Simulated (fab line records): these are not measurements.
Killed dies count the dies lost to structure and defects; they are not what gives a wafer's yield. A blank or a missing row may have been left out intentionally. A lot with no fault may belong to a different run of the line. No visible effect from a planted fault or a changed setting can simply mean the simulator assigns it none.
Comparing a struck lot with a sound one    flow sfq-line    15 out of 325 route steps
Sound: the wafers L526.1, L526.2, L526.4. Struck: wafers L522.4, L522.5 (left out: L522.1, a lot-mate that was not struck); the cause follows at the end.
For every step that has rows: the tool of each side, followed by ch and its chambers, followed by its first start. Under that, the readings that differ: sound wafers    struck wafers    difference of the means    sigmas: that difference in standard deviations of wafers without a fault.
alike: same words and numbers on both sides, and readings whose means sit less than 2 such deviations apart. not compared: any withheld reading, any reading some wafer has no value for, any bound like >300 that may hide the same value, and any number with overlapping values for which the record gives no deviation.
A row with sigmas, a row that says differs or no value, or rows on one side alone: a step with any of these is where the two part. Numbers that have no deviation but don't overlap get no sigmas and don't part them. A reading missing from all wafers of one side parts the sides only when that side holds two or more wafers.

first, 1 step without rows for these wafers: SFQ_TRILAYER_M0_STRIP_SOLV_CLEAN_026 (cleans in NMP, time 600 s).
SFQ_TRILAYER_I0_DEP_PECVD_027: deposits SiO2 from SiH4/N2O, time 111.11 s, target thk 500 nm.
  sound on pecvd-04 ch 0,1, day 14 15:57; struck on pecvd-02 ch 0,1, day 13 09:54
  alike: heater-power-w, throttle-valve-pct
SFQ_TRILAYER_I0_CMP_CMP_028: polishes SiO2.
  sound on cmp-02 ch 0,1,2, day 14 21:05; struck on cmp-01 ch 1, day 13 22:05
reading              sound         struck     difference  sigmas
motor-current-A (A)  9.3 10.5 8.9  12.2 11.8  +2.4        +3
  alike: time-to-endpoint-s
SFQ_I0_BOW_MEAS_907:
  sound: film-metro-02 at day 15 00:05; struck: film-metro-04 at day 14 00:35
  alike: I0_BOW
SFQ_TRILAYER_I0_METRO_MEASURE_029:
  sound: film-metro-02 at day 15 00:12; struck: film-metro-04 at day 14 00:42
  alike: thk-nm
then, 6 steps without rows for these wafers: SFQ_TRILAYER_I0_VIA_LITHO_COAT_036 (resist thk 62 nm); SFQ_TRILAYER_I0_VIA_LITHO_COAT_031 (resist thk 650 nm); SFQ_TRILAYER_I0_VIA_LITHO_SOFTBAKE_035; SFQ_TRILAYER_I0_VIA_LITHO_EXPOSE_032 (exposes mask I0, target cd 500 nm); SFQ_TRILAYER_I0_VIA_LITHO_PEB_034 (peb time 60 s); SFQ_TRILAYER_I0_VIA_LITHO_DEVELOP_033 (time 60 s).
-- the record jumps here: 5 days lie between the struck wafers' starts before and after --
SFQ_I0_OVL_MEAS_908:
  sound: overlay-02 at day 21 02:09; struck: overlay-02 at day 19 10:30
  alike: I0_OVL
SFQ_TRILAYER_I0_VIA_BARC_OPEN_VIA_ETCH_046: etches BARC in O2, target depth 125 nm, time 41.7 s.
  sound on rie-diel-03 ch 1,2,3, day 21 02:11; struck on rie-diel-01 ch 0,2, day 19 10:32
reading                                                  sound              struck       difference  sigmas
oes-product-au (a.u.)                                    0.684 0.687 0.682  0.627 0.617  -0.062      -13
run-length-s (s)                                         70.6 70.2 69.5     78.8 79.6    +9.1        +20
model.KrF_of_TRILAYER_I0_VIA_LITHO_COAT_031.thk-nm (nm)  571.6 571.9 575.1  556.9 556.9  -16.0       
  alike: drypump-motor-current-A
  not compared: rf-hours-counter-h
SFQ_TRILAYER_I0_VIA_ETCH_VIA_ETCH_034: etches SiO2 in CHF3, stops on Nb, target depth 260 nm.
  sound on rie-diel-03 ch 1,2,3, day 21 02:14; struck on rie-diel-01 ch 0,2, day 19 10:35
reading                                                  sound            struck       difference  sigmas
model.KrF_of_TRILAYER_I0_VIA_LITHO_COAT_031.thk-nm (nm)  526.8 527.8 531  512.1 512.1  -16.4       
  alike: drypump-motor-current-A, oes-product-au
SFQ_TRILAYER_I0_VIA_STRIP_STRIP_035: strips in O2.
  sound on rie-metal-01 ch 0,1, day 21 02:20; struck on rie-metal-01 ch 0,1, day 19 10:41
  alike: drypump-motor-current-A, oes-product-au
  not compared: rf-hours-counter-h

WHERE THEY PART
Last at SFQ_TRILAYER_I0_VIA_BARC_OPEN_VIA_ETCH_046 as far as this record goes, first at SFQ_TRILAYER_I0_CMP_CMP_028. Later steps at which nothing parts them and some readings are alike: SFQ_TRILAYER_I0_VIA_ETCH_VIA_ETCH_034, SFQ_TRILAYER_I0_VIA_STRIP_STRIP_035.

WHY: what the simulator had put in
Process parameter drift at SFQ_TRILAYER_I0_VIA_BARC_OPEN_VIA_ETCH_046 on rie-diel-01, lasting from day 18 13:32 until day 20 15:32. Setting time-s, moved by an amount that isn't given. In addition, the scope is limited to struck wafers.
